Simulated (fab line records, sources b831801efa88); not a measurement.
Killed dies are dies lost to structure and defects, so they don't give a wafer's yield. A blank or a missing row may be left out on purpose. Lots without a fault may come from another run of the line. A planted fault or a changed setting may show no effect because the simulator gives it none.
Which tool did it? | flow sky130 | 15 lots, 45 wafers sampled, at 4 steps of a route of 708

WHAT THE GAUGES READ, wafer by wafer
SKY_SD_N_TW_MEAS_12. Usual: SD_N_TW 3999, standard deviation 53.
lot  | measured     | on            | SD_N_TW        | flag
L769 | day 28 15:13 | film_metro-01 | 4070 4062 4063 |
L772 | day 29 09:03 | film_metro-01 | 4070 4066 4051 |
L773 | day 29 16:52 | film_metro-03 | 3925 3919 3948 |
L774 | day 29 22:08 | film_metro-04 | 3967 4020 3995 |
L775 | day 30 10:06 | film_metro-04 | 4000 3986 4002 |
L776 | day 30 18:59 | film_metro-04 | 4017 4026 4003 |
L777 | day 31 02:14 | film_metro-04 | 3979 3994 3991 |
L782 | day 32 14:40 | film_metro-04 | 4031 4044 4024 |
L785 | day 33 13:15 | film_metro-04 | 4022 4010 4010 |
L786 | day 34 02:42 | film_metro-01 | 4067 4069 4079 |
L787 | day 34 12:58 | film_metro-03 | 3944 3923 3958 |
L788 | day 34 20:28 | film_metro-04 | 3993 3985 3975 |
L789 | day 35 11:12 | film_metro-04 | 4001 3998 4022 |
L790 | day 35 12:32 | film_metro-03 | 3942 3931 3918 |
L791 | day 36 04:46 | film_metro-01 | 4057 4073 4056 |

SKY_LOCAL_INTERCONNECT_OVL_MEAS_12. Usual: LOCAL_INTERCONNECT_OVL -5 nm, standard deviation 5.2.
lot  | measured     | on         | LOCAL_INTERCONNECT_OVL (nm) | flag
L769 | day 31 02:10 | overlay-02 | -2 0 1                      |
L772 | day 31 19:16 | overlay-01 | -5 -3 -5                    |
L773 | day 32 02:13 | overlay-02 | -15 -6 -13                  |
L774 | day 32 08:18 | overlay-02 | -6 -5 -1                    |
L775 | day 32 20:03 | overlay-01 | -6 -8 -9                    |
L776 | day 33 04:40 | overlay-01 | -5 -10 -6                   |
L777 | day 33 11:41 | overlay-01 | -2 1 -10                    |
L782 | day 34 22:49 | overlay-01 | -8 -5 0                     |
L785 | day 35 18:37 | overlay-02 | - - -                       | OFF
L786 | day 36 09:03 | overlay-01 | - - -                       | OFF
L787 | day 36 18:22 | overlay-02 | - - -                       | OFF
L788 | day 37 03:16 | overlay-01 | -4 -5 2                     |
L789 | day 37 17:51 | overlay-02 | -9 -8 -8                    |
L790 | day 37 19:46 | overlay-02 | -5 -9 -2                    |
L791 | day 38 11:25 | overlay-01 | -7 -7 -9                    |

WHICH TOOL RAN EACH LOT (tool, then ch and the chambers of the sampled wafers, then the start)
lot  | SKY_SD_N_RTA_14                  | SKY_LOCAL_INTERCONNECT_EXPOSE_08
L769 | rtp_anneal-01 ch 0, day 28 15:19 | krf_scanner-02 ch 0, day 30 12:05
L772 | rtp_anneal-02 ch 0, day 29 09:10 | krf_scanner-02 ch 0, day 31 05:21
L773 | rtp_anneal-01 ch 0, day 29 16:58 | krf_scanner-02 ch 0, day 31 12:20
L774 | rtp_anneal-02 ch 0, day 29 22:15 | krf_scanner-02 ch 0, day 31 18:47
L775 | rtp_anneal-01 ch 0, day 30 10:13 | krf_scanner-02 ch 0, day 32 06:44
L776 | rtp_anneal-02 ch 0, day 30 19:06 | krf_scanner-01 ch 0, day 32 14:59
L777 | rtp_anneal-01 ch 0, day 31 02:21 | krf_scanner-01 ch 0, day 32 22:08
L782 | rtp_anneal-02 ch 0, day 32 14:46 | krf_scanner-01 ch 0, day 34 10:18
L785 | rtp_anneal-01 ch 0, day 33 13:21 | krf_scanner-01, day 35 06:16
L786 | rtp_anneal-02 ch 0, day 34 02:49 | krf_scanner-02, day 35 19:46
L787 | rtp_anneal-01 ch 0, day 34 13:04 | krf_scanner-02, day 36 05:41
L788 | rtp_anneal-02 ch 0, day 34 20:34 | krf_scanner-01 ch 0, day 36 15:09
L789 | rtp_anneal-01 ch 0, day 35 11:19 | krf_scanner-01 ch 0, day 37 04:44
L790 | rtp_anneal-02 ch 0, day 35 12:39 | krf_scanner-02 ch 0, day 37 06:34
L791 | rtp_anneal-01 ch 0, day 36 04:52 | krf_scanner-01 ch 0, day 37 22:54
- SKY_SD_N_RTA_14: time 2 s.
- SKY_LOCAL_INTERCONNECT_EXPOSE_08: exposes mask LI1M, target cd 170 nm.

WHAT THE TOOLS THEMSELVES READ (means of the sampled wafers that have a number; where no wafer has one, the mark that the record gives instead)
SKY_SD_N_RTA_14. Usual: lamp_power_pct 15.72 %, standard deviation 0.054; wafer_temp_C_max 1078.0, standard deviation 1.4.
lot  | tool          | lamp_power_pct (%) | wafer_temp_C_max | flag
L769 | rtp_anneal-01 | 15.72              | 1076.5           |
L772 | rtp_anneal-02 | 15.72              | 1078.3           |
L773 | rtp_anneal-01 | 15.75              | 1078.1           |
L774 | rtp_anneal-02 | 15.74              | 1079.2           |
L775 | rtp_anneal-01 | 15.73              | 1078.0           |
L776 | rtp_anneal-02 | 15.73              | 1078.0           |
L777 | rtp_anneal-01 | 15.67              | 1078.5           |
L782 | rtp_anneal-02 | 15.69              | 1078.3           |
L785 | rtp_anneal-01 | 15.71              | 1077.3           |
L786 | rtp_anneal-02 | 15.71              | 1076.9           |
L787 | rtp_anneal-01 | 15.71              | 1078.0           |
L788 | rtp_anneal-02 | 15.71              | 1076.9           |
L789 | rtp_anneal-01 | 15.70              | 1077.9           |
L790 | rtp_anneal-02 | 15.73              | 1078.1           |
L791 | rtp_anneal-01 | 15.72              | 1077.9           |

SKY_LOCAL_INTERCONNECT_EXPOSE_08. Usual: exposure_dose_mJ_cm2 27.95, standard deviation 0.032; focus_offset_nm 0.0 nm, standard deviation 0.58.
lot  | tool           | exposure_dose_mJ_cm2 | focus_offset_nm (nm) | flag
L769 | krf_scanner-02 | 27.93                | -0.5                 |
L772 | krf_scanner-02 | 27.94                | -0.4                 |
L773 | krf_scanner-02 | 27.93                | -0.5                 |
L774 | krf_scanner-02 | 27.97                | -0.2                 |
L775 | krf_scanner-02 | 27.97                | -0.0                 |
L776 | krf_scanner-01 | 27.97                | -0.1                 |
L777 | krf_scanner-01 | 27.97                | -0.5                 |
L782 | krf_scanner-01 | 27.95                | -0.4                 |
L785 | krf_scanner-01 | -                    | -                    | OFF
L786 | krf_scanner-02 | -                    | -                    | OFF
L787 | krf_scanner-02 | -                    | -                    | OFF
L788 | krf_scanner-01 | 27.98                | -0.1                 |
L789 | krf_scanner-01 | 27.99                | 0.2                  |
L790 | krf_scanner-02 | 27.93                | -0.3                 |
L791 | krf_scanner-01 | 27.99                | 0.0                  |

THE ANSWER, worked out from the rows above alone
Rule: a lot is off if the mean of its wafers that have a number lies more than 3 standard deviations from the usual mean. A lot without any number at a reading at which 4 lots or more have one is off too. The other lots that the step has rows for count as sound. The gauges are gone through in route order, then the tools' own readings, and for those a lot's mean is taken as printed above. The first step at which some lot is off is used, and at that step the reading that is off furthest; a lot without a number counts as furthest.
Off: L785, L786, L787, at SKY_LOCAL_INTERCONNECT_OVL_MEAS_12 (LOCAL_INTERCONNECT_OVL). Without a number there: L785, L786, L787.
A tool fits if, at a process step before that reading, it ran every lot that is off, and no sound lot after the first of them. The gauges at SKY_LOCAL_INTERCONNECT_OVL_MEAS_12 aren't tried: what is off there is off at SKY_LOCAL_INTERCONNECT_EXPOSE_08 too, on other tools, and a gauge's error can't cause that. None of those tried fits.

WHAT THE SIMULATOR HAD PUT IN
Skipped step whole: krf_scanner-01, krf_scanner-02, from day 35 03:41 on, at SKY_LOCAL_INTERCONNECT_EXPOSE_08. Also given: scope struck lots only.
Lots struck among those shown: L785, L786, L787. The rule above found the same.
